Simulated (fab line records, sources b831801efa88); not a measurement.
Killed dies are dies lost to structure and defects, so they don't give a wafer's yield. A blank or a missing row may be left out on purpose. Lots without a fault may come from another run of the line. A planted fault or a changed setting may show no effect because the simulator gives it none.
Which tool did it? | flow gf180mcu | 12 lots, 36 wafers sampled, at 6 steps of a route of 602

WHAT THE GAUGES READ, wafer by wafer
GF_LVPWELL_TW_MEAS_11.
lot  | measured    | on            | LVPWELL_TW
L155 | day 4 07:46 | film_metro-01 | 560.0 558.9 557.2
L156 | day 4 18:13 | film_metro-03 | 559.4 559.6 561.3
L161 | day 5 17:29 | film_metro-03 | 561.3 561.0 561.1
L163 | day 6 05:52 | film_metro-01 | 558.3 553.4 556.5
L165 | day 6 18:41 | film_metro-01 | 556.0 556.9 554.0
L170 | day 7 20:53 | film_metro-04 | 562.1 562.2 563.5
L171 | day 8 03:08 | film_metro-04 | 561.2 558.7 558.6
L172 | day 8 07:56 | film_metro-01 | 562.3 562.1 561.6
L173 | day 8 13:23 | film_metro-03 | 561.9 563.7 561.3
L174 | day 8 18:49 | film_metro-03 | 559.5 563.5 559.6
L175 | day 9 00:25 | film_metro-03 | 560.2 562.4 562.7
L176 | day 9 05:19 | film_metro-01 | 564.3 560.6 561.4

GF_MVPSD_TW_MEAS_11.
lot  | measured     | on            | MVPSD_TW
L155 | day 5 11:32  | film_metro-04 | 554.5 555.5 554.1
L156 | day 5 23:08  | film_metro-03 | 552.0 557.0 557.2
L161 | day 7 00:21  | film_metro-04 | 541.5 538.3 538.6
L163 | day 7 13:53  | film_metro-04 | 541.0 540.8 541.2
L165 | day 8 03:23  | film_metro-01 | 554.9 557.5 554.2
L170 | day 9 05:05  | film_metro-04 | 553.0 552.9 551.7
L171 | day 9 10:47  | film_metro-03 | 555.9 552.3 552.9
L172 | day 9 17:38  | film_metro-03 | 555.6 553.5 556.3
L173 | day 9 21:28  | film_metro-03 | 553.4 554.5 552.7
L174 | day 10 04:35 | film_metro-01 | 553.6 553.5 555.4
L175 | day 10 12:40 | film_metro-04 | 552.2 549.0 552.5
L176 | day 10 17:07 | film_metro-03 | 560.9 552.4 555.7

GF_VT_IMPLANT_RS_MEAS_49: measures by four-point-probe.
lot  | measured     | on            | MVPSD_RS (ohm/sq)
L155 | day 8 02:33  | film_metro-01 | 1170.9 1170.5 1172.8
L156 | day 8 13:46  | film_metro-04 | 1173.4 1168.1 1166.0
L161 | day 9 17:28  | film_metro-03 | 1232.3 1239.0 1237.3
L163 | day 10 09:15 | film_metro-01 | 1227.6 1229.7 1229.7
L165 | day 11 00:49 | film_metro-01 | 1167.8 1166.0 1167.7
L170 | day 12 06:58 | film_metro-03 | 1168.4 1170.8 1171.0
L171 | day 12 13:29 | film_metro-01 | 1166.9 1170.7 1168.5
L172 | day 12 21:34 | film_metro-03 | 1170.5 1168.7 1172.2
L173 | day 13 01:11 | film_metro-03 | 1170.5 1170.2 1170.4
L174 | day 13 07:55 | film_metro-01 | 1167.1 1168.3 1168.8
L175 | day 13 18:36 | film_metro-01 | 1166.3 1165.4 1171.2
L176 | day 14 05:32 | film_metro-01 | 1163.7 1165.9 1165.5

WHICH TOOL RAN EACH LOT (tool, then ch and the chambers of the sampled wafers, then the start)
lot  | GF_NWELL_STRIP_10                   | GF_MVSD_STRIP_10                    | GF_MVPSD_IMPLANT_08
L155 | plasma_asher-01 ch 0,1, day 3 18:03 | plasma_asher-02 ch 0,1, day 4 21:32 | implanter-03 ch 0, day 5 11:08
L156 | plasma_asher-02 ch 0,1, day 4 04:46 | plasma_asher-03 ch 0,1, day 5 07:59 | implanter-02 ch 0, day 5 22:44
L161 | plasma_asher-01 ch 0, day 5 03:08   | plasma_asher-02 ch 0,1, day 6 08:31 | implanter-02 ch 0, day 6 23:58
L163 | plasma_asher-01 ch 0,1, day 5 15:05 | plasma_asher-03 ch 0,1, day 6 22:09 | implanter-02 ch 0, day 7 13:29
L165 | plasma_asher-02 ch 0,1, day 6 03:52 | plasma_asher-03 ch 0,1, day 7 10:50 | implanter-03 ch 0, day 8 02:59
L170 | plasma_asher-02 ch 0, day 7 04:53   | plasma_asher-02 ch 0,1, day 8 13:35 | implanter-01 ch 0, day 9 04:41
L171 | plasma_asher-02 ch 0,1, day 7 10:28 | plasma_asher-03 ch 0,1, day 8 19:32 | implanter-03 ch 0, day 9 10:24
L172 | plasma_asher-02 ch 0,1, day 7 15:47 | plasma_asher-03 ch 1, day 8 23:38   | implanter-03 ch 0, day 9 17:15
L173 | plasma_asher-02 ch 0,1, day 7 20:36 | plasma_asher-03 ch 0,1, day 9 04:16 | implanter-03 ch 0, day 9 21:04
L174 | plasma_asher-02 ch 0,1, day 8 01:59 | plasma_asher-03 ch 0,1, day 9 10:11 | implanter-01 ch 0, day 10 04:11
L175 | plasma_asher-04 ch 0,1, day 8 09:38 | plasma_asher-01 ch 0,1, day 9 18:08 | implanter-03 ch 0, day 10 12:16
L176 | plasma_asher-01 ch 0,1, day 8 13:56 | plasma_asher-02 ch 0,1, day 9 22:40 | implanter-03 ch 0, day 10 16:43
- GF_NWELL_STRIP_10: strips in O2/N2.
- GF_MVSD_STRIP_10: strips in O2/N2.
- GF_MVPSD_IMPLANT_08

WHAT THE TOOLS THEMSELVES READ (means of the sampled wafers that have a number; where no wafer has one, the mark that the record gives instead)
GF_NWELL_STRIP_10.
lot  | tool            | chamber_pressure_mTorr (mTorr) | drypump_motor_current_A (A) | heater_power_w (W) | oes_product_au (a.u.) | strip_time_to_endpoint_s (s)
L155 | plasma_asher-01 | 1500.5                         | 5.8                         | 363                | 0.723                 | 37.01
L156 | plasma_asher-02 | 1498.1                         | 6.2                         | 433                | 0.725                 | 37.00
L161 | plasma_asher-01 | 1500.8                         | 5.7                         | 379                | 0.725                 | 37.01
L163 | plasma_asher-01 | 1499.8                         | 5.9                         | 343                | 0.722                 | 36.95
L165 | plasma_asher-02 | 1500.7                         | 6.2                         | 430                | 0.721                 | 37.13
L170 | plasma_asher-02 | 1499.4                         | 6.3                         | 368                | 0.719                 | 37.23
L171 | plasma_asher-02 | 1498.7                         | 6.2                         | 424                | 0.725                 | 36.95
L172 | plasma_asher-02 | 1502.0                         | 6.3                         | 427                | 0.724                 | 36.98
L173 | plasma_asher-02 | 1499.6                         | 6.2                         | 397                | 0.722                 | 36.93
L174 | plasma_asher-02 | 1500.2                         | 6.2                         | 431                | 0.718                 | 37.08
L175 | plasma_asher-04 | 1499.0                         | 5.2                         | 334                | 0.727                 | 37.22
L176 | plasma_asher-01 | 1499.8                         | 6.0                         | 350                | 0.727                 | 37.00

GF_MVSD_STRIP_10.
lot  | tool            | chamber_pressure_mTorr (mTorr) | drypump_motor_current_A (A) | heater_power_w (W) | oes_product_au (a.u.) | strip_time_to_endpoint_s (s)
L155 | plasma_asher-02 | 1500.7                         | 6.3                         | 393                | 0.720                 | 36.67
L156 | plasma_asher-03 | 1499.8                         | 6.0                         | 350                | 0.720                 | 36.55
L161 | plasma_asher-02 | 1499.3                         | 6.3                         | 399                | 0.719                 | 36.62
L163 | plasma_asher-03 | 1499.0                         | 5.8                         | 392                | 0.723                 | 36.53
L165 | plasma_asher-03 | 1499.4                         | 5.8                         | 394                | 0.724                 | 36.70
L170 | plasma_asher-02 | 1499.6                         | 6.3                         | 397                | 0.719                 | 36.54
L171 | plasma_asher-03 | 1500.3                         | 5.8                         | 391                | 0.722                 | 36.72
L172 | plasma_asher-03 | 1499.9                         | 6.3                         | 303                | 0.721                 | 36.55
L173 | plasma_asher-03 | 1501.2                         | 5.8                         | 396                | 0.717                 | 36.70
L174 | plasma_asher-03 | 1499.4                         | 6.0                         | 350                | 0.721                 | 36.64
L175 | plasma_asher-01 | 1499.3                         | 5.8                         | 358                | 0.719                 | 36.53
L176 | plasma_asher-02 | 1499.8                         | 6.3                         | 399                | 0.726                 | 36.73

THE ANSWER, worked out from the rows above alone
Rule: what is usual is taken from the lots themselves. Put in order of their means at a reading, lots are off if they are a third of the lots or fewer, leave a main group of 4 or more, and stand apart from it by a gap of 3 or more times the standard deviation of the main group's means; of several such gaps the widest counts. A main group whose means are all the same, to the digits that the tables above print for the reading, isn't used. A lot without any number at a reading at which 4 lots or more have one is off too. The other lots that the step has rows for count as sound. The gauges are gone through in route order, then the tools' own readings, and for those a lot's mean is taken as printed above. The first step at which some lot is off is used, and at that step the reading that is off furthest; a lot without a number counts as furthest.
Off: L161, L163, at GF_MVPSD_TW_MEAS_11 (MVPSD_TW). The main group: mean 554.2, standard deviation 1.5.
A tool fits if, at a process step before that reading, it ran every lot that is off, and no sound lot after the first of them. The gauges at GF_MVPSD_TW_MEAS_11 aren't tried: what is off there is off at GF_VT_IMPLANT_RS_MEAS_49 too, on other tools, and a gauge's error can't cause that. One fits: implanter-02 at GF_MVPSD_IMPLANT_08. Its last sound lot is L156 (day 5 22:44), its first lot that is off L161 (day 6 23:58): a fault that began between those two fits.

WHAT THE SIMULATOR HAD PUT IN
Process parameter drift: implanter-02, from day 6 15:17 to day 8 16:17, at GF_MVPSD_IMPLANT_08. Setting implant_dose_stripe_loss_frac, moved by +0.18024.
Lots struck among those shown: L161, L163. The rule above found the same.
